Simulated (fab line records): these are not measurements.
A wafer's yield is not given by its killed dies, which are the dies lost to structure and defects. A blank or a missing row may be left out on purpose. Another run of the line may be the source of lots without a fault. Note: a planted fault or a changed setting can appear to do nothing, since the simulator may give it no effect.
fab line records + flow gf180mcu
[record]
- lots = 10
- wafers = 30
- last-day = 34
route steps=602 shown V3@434 V4@492 MIM@506
lots untouched by any fault: they come from a run of this same line in which no faults occurred
start-h: hours from the record's first day to the start of the lot's first wafer shown + wait-h: hours from the lot's prior step to this one + " repeats the value in the row above + L1.1+2: a row that stands for several wafers + - no value, or no start was given + * or withheld: withheld + < > ~ a bound
route shown NAME@n: a module of which the file shows steps, and the number in the route of the first + usual: mean and standard deviation over wafers with no fault + same: alike in all rows + chamber/n: place in a boat + sites: readings site by site + _std_site: the values' standard deviation + _edge_site: outer sites' mean less inner sites' + radius-mm: how far each site lies from the wafer's centre + mask NAME#n: copy n + behind: the most recent tool/chamber to have shaped the wafer + hold: what put the lot on hold/how long, in hours/how the hold closed + device: which transistor (n, p or np) failed to switch + end of line: at the end of the route, the tests of the same wafers + step lacking rows: just its recipe + killed: dies that structure and defects cost at the first sort, which is not the same as the wafer's yield + map: per-die view of a wafer (x killed, . not killed, _ where there is no die)
set.NAME: setting as actually run; set.NAME@STEP: the setting as run at that earlier step + model.NAME: the simulator's own value behind a step, which no gauge read
a sample of lots followed through the steps of the route, with each step as a table and each wafer as a row
services: from which hour (start-h, from the record's first day; less than 0 if before it) a tool's chamber was out of use, for how many hours, and why
[[steps]]
[step GF_V3_BOW_MEAS_05]
[recipe]
- mode = bow
[usual]
- V3_BOW = 117/9.6
| lot.wafer | tool          | chamber | start-h | wait-h | V3_BOW[um] |
|-----------|---------------|---------|---------|--------|------------|
| L500.3    | film-metro-01 | -       | 499.83  | 0.2    | 117        |
| L500.5    | "             | -       | "       | "      | 116        |
| L500.6    | "             | -       | "       | "      | 125        |
| L503.1    | film-metro-03 | -       | 544.18  | 0.2    | 102        |
| L503.2    | "             | -       | "       | "      | 117        |
| L503.5    | "             | -       | "       | "      | 105        |
| L506.1    | film-metro-01 | -       | 558.94  | 0.1    | 113        |
| L506.4    | "             | -       | "       | "      | 108        |
| L506.6    | "             | -       | "       | "      | 115        |
| L507.2    | film-metro-03 | -       | 579.19  | 0.2    | 102        |
| L507.3    | "             | -       | "       | "      | 96         |
| L507.5    | "             | -       | "       | "      | 110        |
| L509.2    | film-metro-01 | -       | 588.64  | 0.1    | 122        |
| L509.4    | "             | -       | "       | "      | 118        |
| L509.5    | "             | -       | "       | "      | 124        |
| L510.2    | film-metro-02 | -       | 602.65  | 0.2    | 123        |
| L510.4    | "             | -       | "       | "      | 121        |
| L510.5    | "             | -       | "       | "      | 120        |
| L511.3    | film-metro-02 | -       | 605.53  | 0.3    | 123        |
| L511.4    | "             | -       | "       | "      | 124        |
| L511.5    | "             | -       | "       | "      | 117        |
| L516.2    | film-metro-01 | -       | 630.32  | 0.2    | 129        |
| L516.4    | "             | -       | "       | "      | 129        |
| L516.6    | "             | -       | "       | "      | 116        |
| L519.1    | film-metro-01 | -       | 647.26  | 0.1    | 101        |
| L519.3    | "             | -       | "       | "      | 90         |
| L519.6    | "             | -       | "       | "      | 113        |
| L521.1    | film-metro-03 | -       | 663.81  | 0.1    | 113        |
| L521.4    | "             | -       | "       | "      | 109        |
| L521.5    | "             | -       | "       | "      | 102        |
[step GF_V4_ETCH_16]
[recipe]
- chemistry = N2/H2
- target-depth-a = withheld
- overetch-a = withheld
- time-s = withheld
- target = BARC
- ion-energy-ev = 200
- source-w = 500
- bias-w = 100
- pressure-mtorr = 30
- n2-flow-sccm = 100
- h2-flow-sccm = 200
[usual]
- chamber-pressure-mTorr = 30.001/0.026
- drypump-motor-current-A = 5.9/0.45
- oes-product-au = 0.855/0.0044
- throttle-valve-pct = 13.224/0.01
| lot.wafer | tool        | chamber | start-h | wait-h | chamber-pressure-mTorr | drypump-motor-current-A | oes-product-au | throttle-valve-pct |
|-----------|-------------|---------|---------|--------|------------------------|-------------------------|----------------|--------------------|
| L500.3    | rie-diel-04 | 2       | 572.49  | 0.0    | 29.995                 | 5.1                     | 0.847          | 13.225             |
| L500.5    | "           | 0       | "       | "      | 29.995                 | 5.8                     | 0.853          | 13.236             |
| L500.6    | "           | 1       | "       | "      | 30.003                 | 4.8                     | 0.854          | 13.215             |
| L503.1    | rie-diel-02 | 2       | 611.51  | 0.0    | 30.030                 | 6.4                     | 0.852          | 13.220             |
| L503.2    | "           | 0       | "       | "      | 29.998                 | 5.7                     | 0.850          | 13.217             |
| L503.5    | "           | 2       | "       | "      | 30.018                 | 6.4                     | 0.853          | 13.216             |
| L506.1    | rie-diel-02 | 3       | 625.26  | 0.0    | 29.987                 | 5.3                     | 0.849          | 13.204             |
| L506.4    | "           | 0       | "       | "      | 30.006                 | 5.7                     | 0.851          | 13.236             |
| L506.6    | "           | 1       | "       | "      | 29.948                 | 6.0                     | 0.852          | 13.228             |
| L507.2    | rie-diel-02 | 0       | 644.94  | 0.0    | 29.964                 | 5.7                     | 0.854          | 13.239             |
| L507.3    | "           | 1       | "       | "      | 29.999                 | 6.0                     | 0.862          | 13.227             |
| L507.5    | "           | 1       | "       | "      | 29.982                 | 6.0                     | 0.856          | 13.221             |
| L509.2    | rie-diel-03 | 2       | 653.06  | 0.0    | 29.953                 | 5.9                     | 0.855          | 13.231             |
| L509.4    | "           | 1       | "       | "      | 29.977                 | 6.4                     | 0.860          | 13.214             |
| L509.5    | "           | 3       | "       | "      | 30.002                 | 5.6                     | 0.865          | 13.212             |
| L510.2    | rie-diel-03 | 2       | 666.05  | 0.0    | 30.001                 | 5.9                     | 0.866          | 13.221             |
| L510.4    | "           | 3       | "       | "      | 29.980                 | 5.6                     | 0.856          | 13.223             |
| L510.5    | "           | 0       | "       | "      | 30.022                 | 6.3                     | 0.852          | 13.227             |
| L511.3    | rie-diel-02 | 3       | 666.99  | 0.0    | 30.025                 | 5.2                     | 0.862          | 13.217             |
| L511.4    | "           | 0       | "       | "      | 29.987                 | 5.7                     | 0.841          | 13.204             |
| L511.5    | "           | 3       | "       | "      | 29.983                 | 5.2                     | 0.860          | 13.216             |
| L516.2    | rie-diel-03 | 1       | 689.99  | 0.0    | 29.976                 | 6.4                     | 0.848          | 13.242             |
| L516.4    | "           | 3       | "       | "      | 30.043                 | 5.6                     | 0.859          | 13.221             |
| L516.6    | "           | 3       | "       | "      | 30.012                 | 5.6                     | 0.854          | 13.229             |
| L519.1    | rie-diel-03 | 3       | 707.91  | 0.0    | 29.943                 | 5.6                     | 0.855          | 13.241             |
| L519.3    | "           | 1       | "       | "      | 30.035                 | 6.4                     | 0.856          | 13.215             |
| L519.6    | "           | 1       | "       | "      | 30.034                 | 6.4                     | 0.853          | 13.205             |
| L521.1    | rie-diel-03 | 0       | 723.69  | 0.0    | 29.991                 | 6.3                     | 0.849          | 13.219             |
| L521.4    | "           | 3       | "       | "      | 30.008                 | 5.6                     | 0.843          | 13.200             |
| L521.5    | "           | 3       | "       | "      | 30.017                 | 5.6                     | 0.851          | 13.205             |
[step GF_V4_CVD_23]
[recipe]
- material = W
- target-thk-nm = 350
- time-s = 104.9
- temp-c = 400
- pressure-torr = 40
[usual]
- heater-power-w = 897/32
| lot.wafer | tool     | chamber | start-h | wait-h | heater-power-w |
|-----------|----------|---------|---------|--------|----------------|
| L500.3    | cvd-w-02 | 0       | 573.30  | 0.1    | 910            |
| L500.5    | "        | 1       | "       | "      | 906            |
| L500.6    | "        | 0       | "       | "      | 903            |
| L503.1    | cvd-w-02 | 1       | 612.28  | 0.0    | 873            |
| L503.2    | "        | 0       | "       | "      | 891            |
| L503.5    | "        | 1       | "       | "      | 912            |
| L506.1    | cvd-w-02 | 1       | 626.04  | 0.0    | 903            |
| L506.4    | "        | 1       | "       | "      | 900            |
| L506.6    | "        | 0       | "       | "      | 882            |
| L507.2    | cvd-w-02 | 0       | 645.74  | 0.0    | 925            |
| L507.3    | "        | 0       | "       | "      | 891            |
| L507.5    | "        | 0       | "       | "      | 916            |
| L509.2    | cvd-w-02 | 0       | 653.83  | 0.0    | 908            |
| L509.4    | "        | 0       | "       | "      | 918            |
| L509.5    | "        | 1       | "       | "      | 888            |
| L510.2    | cvd-w-01 | 1       | 666.85  | 0.0    | 936            |
| L510.4    | "        | 1       | "       | "      | 929            |
| L510.5    | "        | 0       | "       | "      | 858            |
| L511.3    | cvd-w-02 | 1       | 667.83  | 0.1    | 905            |
| L511.4    | "        | 0       | "       | "      | 926            |
| L511.5    | "        | 1       | "       | "      | 893            |
| L516.2    | cvd-w-02 | 1       | 690.75  | 0.0    | 910            |
| L516.4    | "        | 0       | "       | "      | 917            |
| L516.6    | "        | 0       | "       | "      | 900            |
| L519.1    | cvd-w-01 | 0       | 708.71  | 0.0    | 842            |
| L519.3    | "        | 1       | "       | "      | 915            |
| L519.6    | "        | 1       | "       | "      | 930            |
| L521.1    | cvd-w-01 | 0       | 724.55  | 0.0    | 863            |
| L521.4    | "        | 1       | "       | "      | 949            |
| L521.5    | "        | 0       | "       | "      | 835            |
[step GF_V4_RS_MEAS_24]
[recipe]
- thk-meas-gauge = four-point-probe
- reads = W_of_V4_CVD_23+TiN_of_V4_SPUTTER_22+Ti_of_V4_SPUTTER_21
[usual]
- V4_W_RS = 0.329/0.0033
| lot.wafer | tool          | chamber | start-h | wait-h | hold                     | V4_W_RS[ohm/sq] |
|-----------|---------------|---------|---------|--------|--------------------------|-----------------|
| L500.3    | film-metro-02 | -       | 573.41  | 0.1    | -                        | 0.328           |
| L500.5    | "             | -       | "       | "      | -                        | 0.329           |
| L500.6    | "             | -       | "       | "      | -                        | 0.328           |
| L503.1    | film-metro-02 | -       | 612.39  | 0.1    | -                        | 0.331           |
| L503.2    | "             | -       | "       | "      | -                        | 0.328           |
| L503.5    | "             | -       | "       | "      | -                        | 0.331           |
| L506.1    | film-metro-02 | -       | 626.15  | 0.1    | -                        | 0.328           |
| L506.4    | "             | -       | "       | "      | -                        | 0.329           |
| L506.6    | "             | -       | "       | "      | -                        | 0.327           |
| L507.2    | film-metro-02 | -       | 645.88  | 0.1    | -                        | 0.325           |
| L507.3    | "             | -       | "       | "      | -                        | 0.327           |
| L507.5    | "             | -       | "       | "      | -                        | 0.326           |
| L509.2    | film-metro-02 | -       | 653.96  | 0.1    | -                        | 0.331           |
| L509.4    | "             | -       | "       | "      | -                        | 0.329           |
| L509.5    | "             | -       | "       | "      | -                        | 0.335           |
| L510.2    | film-metro-03 | -       | 666.98  | 0.1    | -                        | 0.332           |
| L510.4    | "             | -       | "       | "      | -                        | 0.330           |
| L510.5    | "             | -       | "       | "      | -                        | 0.330           |
| L511.3    | film-metro-04 | -       | 667.96  | 0.1    | -                        | 0.330           |
| L511.4    | "             | -       | "       | "      | -                        | 0.326           |
| L511.5    | "             | -       | "       | "      | -                        | 0.334           |
| L516.2    | film-metro-04 | -       | 690.89  | 0.1    | await-dispo/0.2h/release | 0.326           |
| L516.4    | "             | -       | "       | "      | await-dispo/0.2h/release | 0.327           |
| L516.6    | "             | -       | "       | "      | await-dispo/0.2h/release | 0.415           |
| L516.2    | film-metro-04 | -       | 691.17  | 0.3    | -                        | 0.326           |
| L516.4    | "             | -       | "       | "      | -                        | 0.327           |
| L516.6    | "             | -       | "       | "      | -                        | 0.416           |
| L519.1    | film-metro-04 | -       | 708.86  | 0.1    | -                        | 0.331           |
| L519.3    | "             | -       | "       | "      | -                        | 0.332           |
| L519.6    | "             | -       | "       | "      | -                        | 0.331           |
| L521.1    | film-metro-04 | -       | 724.66  | 0.1    | -                        | 0.336           |
| L521.4    | "             | -       | "       | "      | -                        | 0.335           |
| L521.5    | "             | -       | "       | "      | -                        | 0.336           |
[step GF_V4_THK_MEAS_25]
[recipe]
- thk-meas-gauge = xrf
- reads = W_of_V4_CVD_23
[usual]
- V4_W_THK = 349/4.1
| lot.wafer | tool          | chamber | start-h | wait-h | hold                     | V4_W_THK[nm] |
|-----------|---------------|---------|---------|--------|--------------------------|--------------|
| L500.3    | film-metro-02 | -       | 573.51  | 0.1    | -                        | 351          |
| L500.5    | "             | -       | "       | "      | -                        | 353          |
| L500.6    | "             | -       | "       | "      | -                        | 354          |
| L503.1    | film-metro-02 | -       | 612.51  | 0.1    | -                        | 347          |
| L503.2    | "             | -       | "       | "      | -                        | 352          |
| L503.5    | "             | -       | "       | "      | -                        | 348          |
| L506.1    | film-metro-02 | -       | 626.27  | 0.1    | -                        | 347          |
| L506.4    | "             | -       | "       | "      | -                        | 349          |
| L506.6    | "             | -       | "       | "      | -                        | 349          |
| L507.2    | film-metro-02 | -       | 645.99  | 0.1    | -                        | 351          |
| L507.3    | "             | -       | "       | "      | -                        | 349          |
| L507.5    | "             | -       | "       | "      | -                        | 348          |
| L509.2    | film-metro-02 | -       | 654.07  | 0.1    | -                        | 351          |
| L509.4    | "             | -       | "       | "      | -                        | 352          |
| L509.5    | "             | -       | "       | "      | -                        | 344          |
| L510.2    | film-metro-03 | -       | 667.09  | 0.1    | -                        | 352          |
| L510.4    | "             | -       | "       | "      | -                        | 352          |
| L510.5    | "             | -       | "       | "      | -                        | 352          |
| L511.3    | film-metro-04 | -       | 668.06  | 0.1    | -                        | 347          |
| L511.4    | "             | -       | "       | "      | -                        | 353          |
| L511.5    | "             | -       | "       | "      | -                        | 344          |
| L516.2    | film-metro-04 | -       | 695.01  | 3.8    | await-dispo/0.2h/release | 355          |
| L516.4    | "             | -       | "       | "      | await-dispo/0.2h/release | 355          |
| L516.6    | "             | -       | "       | "      | await-dispo/0.2h/release | 279          |
| L516.2    | film-metro-04 | -       | 695.24  | 0.2    | -                        | 356          |
| L516.4    | "             | -       | "       | "      | -                        | 356          |
| L516.6    | "             | -       | "       | "      | -                        | 279          |
| L519.1    | film-metro-04 | -       | 708.98  | 0.1    | -                        | 346          |
| L519.3    | "             | -       | "       | "      | -                        | 344          |
| L519.6    | "             | -       | "       | "      | -                        | 345          |
| L521.1    | film-metro-04 | -       | 724.78  | 0.1    | -                        | 339          |
| L521.4    | "             | -       | "       | "      | -                        | 342          |
| L521.5    | "             | -       | "       | "      | -                        | 340          |
[step GF_V4_CMP_26]
[recipe]
- stop-on = SiO2
- down-force-psi = 3.5
- platen-rpm = 60
- t-overpolish-s = 15
- target-thk-nm = 0
- pad-velocity-m-s = 0.94248
[usual]
- motor-current-A = 10.6/0.81
- slurry-flow-ml-min = 150.0/0.43
- time-to-endpoint-s = 86/4.3
| lot.wafer | tool   | chamber | start-h | wait-h | hold                     | motor-current-A | slurry-flow-ml-min | time-to-endpoint-s |
|-----------|--------|---------|---------|--------|--------------------------|-----------------|--------------------|--------------------|
| L500.3    | cmp-01 | 1       | 573.55  | 0.0    | -                        | 9.6             | 149.9              | 89                 |
| L500.6    | "      | 1       | "       | "      | -                        | 9.3             | 150.0              | 87                 |
| L500.5    | "      | 2       | "       | "      | -                        | 10.6            | 150.7              | 83                 |
| L503.2    | cmp-01 | 2       | 612.62  | 0.1    | -                        | 10.2            | 150.5              | 86                 |
| L503.1    | "      | 3       | "       | "      | -                        | 11.9            | 149.7              | 83                 |
| L503.5    | "      | 1       | "       | "      | -                        | 9.5             | 149.7              | 91                 |
| L506.1    | cmp-02 | 1       | 626.43  | 0.1    | -                        | 11.0            | 150.2              | 94                 |
| L506.4    | "      | 2       | "       | "      | -                        | 11.6            | 150.4              | 84                 |
| L506.6    | "      | 3       | "       | "      | -                        | 10.5            | 150.5              | 84                 |
| L507.3    | cmp-01 | 0       | 646.04  | 0.0    | -                        | 10.6            | 149.5              | 83                 |
| L507.2    | "      | 1       | "       | "      | -                        | 9.6             | 150.0              | 89                 |
| L507.5    | "      | 0       | "       | "      | -                        | 10.6            | 149.4              | 81                 |
| L509.4    | cmp-01 | 3       | 654.12  | 0.0    | -                        | 11.6            | 150.6              | 84                 |
| L509.2    | "      | 2       | "       | "      | -                        | 10.5            | 149.9              | 80                 |
| L509.5    | "      | 0       | "       | "      | -                        | 10.3            | 150.0              | 80                 |
| L510.2    | cmp-02 | 2       | 667.14  | 0.0    | -                        | 11.3            | 149.9              | 82                 |
| L510.4    | "      | 3       | "       | "      | -                        | 9.7             | 150.1              | 82                 |
| L510.5    | "      | 3       | "       | "      | -                        | 10.4            | 149.6              | 80                 |
| L511.3    | cmp-02 | 0       | 668.10  | 0.0    | -                        | 10.1            | 149.5              | 84                 |
| L511.4    | "      | 3       | "       | "      | -                        | 9.3             | 150.1              | 80                 |
| L511.5    | "      | 0       | "       | "      | -                        | 9.9             | 149.4              | 84                 |
| L516.4    | cmp-01 | 0       | 699.74  | 4.5    | await-dispo/4.4h/release | 10.7            | 150.3              | 87                 |
| L516.2    | "      | 2       | "       | "      | await-dispo/4.4h/release | 11.0            | 150.1              | 88                 |
| L516.6    | "      | 0       | "       | "      | await-dispo/4.4h/release | 10.4            | 149.9              | 70                 |
| L519.1    | cmp-02 | 0       | 709.09  | 0.1    | -                        | 10.3            | 149.8              | 92                 |
| L519.3    | "      | 1       | "       | "      | -                        | 11.0            | 149.7              | 89                 |
| L519.6    | "      | 3       | "       | "      | -                        | 9.9             | 150.1              | 84                 |
| L521.1    | cmp-01 | 1       | 724.89  | 0.1    | -                        | 9.4             | 150.2              | 91                 |
| L521.4    | "      | 2       | "       | "      | -                        | 10.5            | 150.5              | 84                 |
| L521.5    | "      | 1       | "       | "      | -                        | 9.0             | 149.6              | 90                 |
[step GF_MIM_SPUTTER_03]
[recipe]
- material = Ti
- target-thk-nm = 10
- substrate-temp-c = 300
- chamber-pressure-pa = 0.3
- power-w = 3000
- time-s = 6.7
[usual]
- throttle-valve-pct = 29.9/1.3
| lot.wafer | tool           | chamber | start-h | wait-h | throttle-valve-pct |
|-----------|----------------|---------|---------|--------|--------------------|
| L500.3    | pvd-sputter-04 | -       | 574.02  | 0.0    | 27.7               |
| L500.5    | "              | -       | "       | "      | 29.5               |
| L500.6    | "              | -       | "       | "      | 31.4               |
| L503.1    | pvd-sputter-02 | -       | 613.04  | 0.0    | 31.7               |
| L503.2    | "              | -       | "       | "      | 29.1               |
| L503.5    | "              | -       | "       | "      | 29.0               |
| L506.1    | pvd-sputter-04 | -       | 626.79  | 0.0    | 29.4               |
| L506.4    | "              | -       | "       | "      | 30.9               |
| L506.6    | "              | -       | "       | "      | 27.9               |
| L507.2    | pvd-sputter-02 | -       | 646.50  | 0.0    | 30.6               |
| L507.3    | "              | -       | "       | "      | 29.0               |
| L507.5    | "              | -       | "       | "      | 31.1               |
| L509.2    | pvd-sputter-04 | -       | 654.58  | 0.0    | 31.1               |
| L509.4    | "              | -       | "       | "      | 30.8               |
| L509.5    | "              | -       | "       | "      | 27.7               |
| L510.2    | pvd-sputter-01 | -       | 667.60  | 0.0    | 26.8               |
| L510.4    | "              | -       | "       | "      | 28.1               |
| L510.5    | "              | -       | "       | "      | 29.4               |
| L511.3    | pvd-sputter-02 | -       | 668.58  | 0.0    | 31.2               |
| L511.4    | "              | -       | "       | "      | 28.7               |
| L511.5    | "              | -       | "       | "      | 29.0               |
| L516.2    | pvd-sputter-04 | -       | 702.98  | 0.0    | 27.7               |
| L516.4    | "              | -       | "       | "      | 31.5               |
| L516.6    | "              | -       | "       | "      | 27.8               |
| L519.1    | pvd-sputter-04 | -       | 709.50  | 0.0    | 27.7               |
| L519.3    | "              | -       | "       | "      | 31.0               |
| L519.6    | "              | -       | "       | "      | 31.4               |
| L521.1    | pvd-sputter-01 | -       | 725.31  | 0.0    | 29.2               |
| L521.4    | "              | -       | "       | "      | 29.4               |
| L521.5    | "              | -       | "       | "      | 29.7               |
[[services]]
| tool           | chamber | start-h | hours | kind                   |
|----------------|---------|---------|-------|------------------------|
| cmp-02         | -       | 561.06  | 11.1  | pm                     |
| rie-diel-03    | 2       | 568.60  | 6.5   | repair                 |
| cmp-02         | -       | 572.69  | 4.0   | pm                     |
| cmp-02         | -       | 589.84  | 4.5   | pm                     |
| pvd-sputter-04 | 3       | 597.59  | -     | consumable-replace:kit |
| pvd-sputter-04 | 3       | 597.59  | 18.0  | scheduled-down         |
| cmp-01         | -       | 620.22  | 0.8   | repair                 |
| pvd-sputter-04 | -       | 620.55  | 1.0   | repair                 |
| cmp-01         | -       | 627.69  | 1.4   | repair                 |
| pvd-sputter-02 | -       | 633.50  | 4.0   | repair                 |
| rie-diel-02    | 2       | 633.76  | 15.2  | repair                 |
| rie-diel-04    | 1       | 634.97  | 10.4  | repair                 |
| rie-diel-04    | 1       | 657.75  | 2.4   | repair                 |
| rie-diel-02    | -       | 658.47  | 0.2   | repair                 |
| cmp-01         | -       | 659.90  | 0.9   | repair                 |
| cmp-01         | -       | 661.19  | 5.1   | repair                 |
| pvd-sputter-02 | -       | 669.83  | 8.2   | repair                 |
| cmp-02         | -       | 680.70  | 4.1   | repair                 |
| pvd-sputter-04 | -       | 688.42  | 0.9   | repair                 |
| cvd-w-02       | -       | 694.79  | 1.0   | repair                 |
| pvd-sputter-04 | -       | 696.71  | 6.1   | repair                 |
| rie-diel-04    | 2       | 700.58  | 13.1  | repair                 |
| rie-diel-03    | 2       | 704.96  | 5.0   | repair                 |
| rie-diel-04    | -       | 725.15  | 0.5   | repair                 |
[[key]]
[first-sign]
- step = GF_V4_RS_MEAS_24
- reading = visit
- direction = added
[effect]
- step = GF_V4_RS_MEAS_24
- reading = V4_W_RS
- direction = up
- sigmas = 26
- usual = 0.329
- struck = 0.415
[effect]
- step = GF_V4_THK_MEAS_25
- reading = visit
- direction = added
[effect]
- step = GF_V4_THK_MEAS_25
- reading = V4_W_THK
- direction = down
- sigmas = 17
- usual = 349
- struck = 279
[effect]
- step = GF_V4_CMP_26
- reading = time-to-endpoint-s
- direction = down
- sigmas = 3.8
- usual = *
- struck = *
met-at GF_V4_CVD_23
struck-lots L516
struck-wafers L516.6
not-acting-at GF_V3_BOW_MEAS_05,GF_V4_ETCH_16,GF_MIM_SPUTTER_03
onset-between 667.83 690.75
[fault]
- kind = process-parameter-drift
- tool = cvd-w-02
- chamber = -
- onset-h = 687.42
- steps = GF_V4_CVD_23
- channel = target-thk-nm
- offset = -79.159
- shape = step
- end-h = 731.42
- scope = struck-wafers-only
- acts-in = these-recipes-only
- stated = 350
